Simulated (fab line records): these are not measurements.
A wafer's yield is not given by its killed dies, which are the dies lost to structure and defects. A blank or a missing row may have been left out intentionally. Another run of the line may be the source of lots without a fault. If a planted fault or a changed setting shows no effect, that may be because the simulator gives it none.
Comparing a struck lot with a sound one + flow sky130 + 43 out of 708 route steps
Sound: the wafers L300.2, L300.5, L300.6. Struck: wafers L312.3, L312.4, L312.5. The cause comes at the end.
At each step with rows: each side's tool, then ch and its chambers, then its first start. Under that, the readings that differ: sound wafers + struck wafers + difference of the means + sigmas: that difference in standard deviations of wafers without a fault.
alike: readings with means less than 2 such deviations apart, plus words and numbers identical on both sides. not compared: withheld readings, readings lacking a value on some wafer, bounds such as >300 that could conceal the same value, and numbers that have no deviation in the record and whose values overlap.
The two part at a step that has a row with sigmas, a row that says differs or no value, or rows on one side only. When numbers do not overlap yet have no deviation, they are printed without sigmas and do not part them. A reading missing from all wafers of one side parts the sides only when that side holds two or more wafers.

first, 7 steps without rows for these wafers: SKY_FIELD_ISO_HMDS_06 (prime time 60 s); SKY_FIELD_ISO_COAT_07 (resist thk 60 nm); SKY_FIELD_ISO_COAT_08 (resist thk 450 nm); SKY_FIELD_ISO_SOFTBAKE_09 (time 90 s); SKY_FIELD_ISO_EXPOSE_10 (exposes mask FOM, target cd 150 nm); SKY_FIELD_ISO_PEB_11; SKY_FIELD_ISO_DEVELOP_12 (develop time 60 s).
SKY_FIELD_ISO_CD_MEAS_13: the cd target is 150 nm.
  sound: cd_sem-02 at day 2 09:37; struck: cd_sem-01 at day 5 02:43
| reading    | sound             | struck            | difference | sigmas |
|------------|-------------------|-------------------|------------|--------|
| cd_nm (nm) | 149.3 148.7 148.4 | 151.6 151.3 153.5 | +3.3       | +3     |
SKY_FIELD_ISO_ETCH_14: etches BARC in N2/H2, stops on SiO2, time 45.9 s, target depth 60 nm.
  sound on rie_diel-01 ch 2,3, day 2 09:43; struck on rie_diel-03 ch 2,3, day 5 02:48
  alike: drypump_motor_current_A, oes_product_au, throttle_valve_pct
  not compared: rf_hours_counter_h
SKY_FIELD_ISO_ETCH_15: etches the open film in CHF3/O2, stops on Si, target depth 180 nm, time 72 s.
  sound on rie_diel-01 ch 2,3, day 2 09:45; struck on rie_diel-03 ch 2,3, day 5 02:51
  alike: drypump_motor_current_A, oes_product_au, throttle_valve_pct
  not compared: rf_hours_counter_h
SKY_FIELD_ISO_STRIP_16: strips in O2/N2.
  sound on plasma_asher-04 ch 0,1, day 2 09:49; struck on plasma_asher-03 ch 0,1, day 5 02:56
  alike: drypump_motor_current_A, oes_product_au, strip_time_to_endpoint_s
  not compared: rf_hours_counter_h
SKY_FIELD_ISO_ETCH_17: etches Si in HBr/Cl2/O2, target depth 342 nm, time 97.7 s.
  sound on rie_si-02 ch 0,1, day 2 09:55; struck on rie_si-01 ch 0,1,3, day 5 03:00
| reading                     | sound       | struck      | difference | sigmas |
|-----------------------------|-------------|-------------|------------|--------|
| drypump_motor_current_A (A) | 5.1 5.0 5.1 | 6.1 5.5 5.9 | +0.8       | +2     |
  alike: oes_product_au, throttle_valve_pct
  not compared: rf_hours_counter_h
SKY_FIELD_ISO_WET_ETCH_18: etches Si3N4 in H3PO4, target depth 25 nm, time 297.3 s.
  sound on wet_bench-03 ch 0, day 2 09:59; struck on wet_bench-01 ch 1, day 5 03:04
  alike: bath_heat_duty_pct
then, 4 steps without rows for these wafers: SKY_FIELD_ISO_CLEAN_19 (cleans in SC1/SC2, time 150 s); SKY_FIELD_ISO_CLEAN_20 (cleans in dHF, time 20 s); SKY_FIELD_ISO_WET_ETCH_21 (etches SiO2 in dHF, target depth 20 nm, time 400 s); SKY_FIELD_ISO_OXIDATION_22 (stabilise 600 s, purge 300 s, target thk 10 nm).
SKY_FIELD_ISO_THK_MEAS_23:
  sound: film_metro-01 at day 2 11:27; struck: film_metro-03 at day 5 04:33
  alike: FIELD_ISO_OXIDATION_01_THK
then, 1 step without rows for these wafers: SKY_FIELD_ISO_CVD_24 (deposits SiO2, target thk 595 nm, time 99.2 s).
SKY_FIELD_ISO_THK_MEAS_25:
  sound: film_metro-03 at day 2 11:35; struck: film_metro-02 at day 5 04:41
  alike: FIELD_ISO_CVD_24_THK
then, 1 step without rows for these wafers: SKY_FIELD_ISO_ANNEAL_26 (time 1800 s).
SKY_FIELD_ISO_CMP_27: polishes, stops on Si3N4, t overpolish 16 s, target thk 457.8 nm.
  sound on cmp-02 ch 0,1, day 2 14:20; struck on cmp-02 ch 1,2,3, day 5 06:25
  alike: motor_current_A, overpolish_run_s, time_to_endpoint_s
then, 5 steps without rows for these wafers: SKY_FIELD_ISO_WET_ETCH_28 (etches SiO2 in dHF, target depth 23.7 nm, time 47 s); SKY_FIELD_ISO_WET_ETCH_29 (etches Si3N4 in H3PO4, target depth 160 nm, time 1825 s); SKY_FIELD_ISO_WET_ETCH_30 (etches SiO2 in dHF, target depth 25 nm, time 50 s); SKY_NWELL_CLEAN_00 (cleans in SC1/SC2, time 150 s); SKY_NWELL_OXIDATION_01 (stabilise 600 s, purge 300 s, target thk 10 nm).
SKY_NWELL_THK_MEAS_02:
  sound: film_metro-03 at day 2 16:55; struck: film_metro-02 at day 5 09:02
  alike: NWELL_OXIDATION_THK
then, 9 steps without rows for these wafers: SKY_DNWELL_DEHYDRATE_00 (time 60 s); SKY_DNWELL_HMDS_01 (prime time 60 s); SKY_DNWELL_COAT_02 (resist thk 3044 nm); SKY_DNWELL_SOFTBAKE_03; SKY_DNWELL_EXPOSE_04 (exposes mask DNM, target cd 3000 nm); SKY_DNWELL_PEB_05; SKY_DNWELL_DEVELOP_06 (develop time 60 s); SKY_DNWELL_IMPLANT_07; SKY_DNWELL_STRIP_08 (strips in O2/N2).
SKY_DNWELL_TW_MEAS_09:
  sound: film_metro-02 at day 3 08:41; struck: film_metro-04 at day 6 02:51
  alike: DNWELL_TW
then, 4 steps without rows for these wafers: SKY_PWDE_DEHYDRATE_00 (time 60 s); SKY_PWDE_HMDS_01 (prime time 60 s); SKY_PWDE_COAT_02 (resist thk 3000 nm); SKY_PWDE_SOFTBAKE_03.
-- the record jumps here: 43 days lie between the struck wafers' starts before and after (it left off in module PWDE and takes up again in module PAD_OPEN, whose first step shown is number 708 of the route) --
SKY_PAD_OPEN_PROBE_99:
  sound: prober-02 at day 45 20:24; struck: prober-02 at day 48 21:11
| reading             | sound    | struck                                                                     | difference                   | sigmas |
|---------------------|----------|----------------------------------------------------------------------------|------------------------------|--------|
| hold                | - - -    | await_dispo/2.0h/release await_dispo/2.0h/release await_dispo/2.0h/release | no value on the sound wafers |        |
| killed_at_front_end | 18 16 12 | 56 53 57                                                                   | +40                          | +9     |
| killed_dies         | 83 92 86 | 118 116 122                                                                | +32                          | +4     |
| killed_short        | 41 38 48 | 33 25 30                                                                   | -13                          | -2     |
  alike: killed_at_M0_to_M3, killed_at_M4_up, killed_at_contacts, killed_at_other, killed_open

== WHERE THEY PART ==
At SKY_FIELD_ISO_CD_MEAS_13 first; at SKY_PAD_OPEN_PROBE_99 last (within this record only).

WHY: what the simulator had put in
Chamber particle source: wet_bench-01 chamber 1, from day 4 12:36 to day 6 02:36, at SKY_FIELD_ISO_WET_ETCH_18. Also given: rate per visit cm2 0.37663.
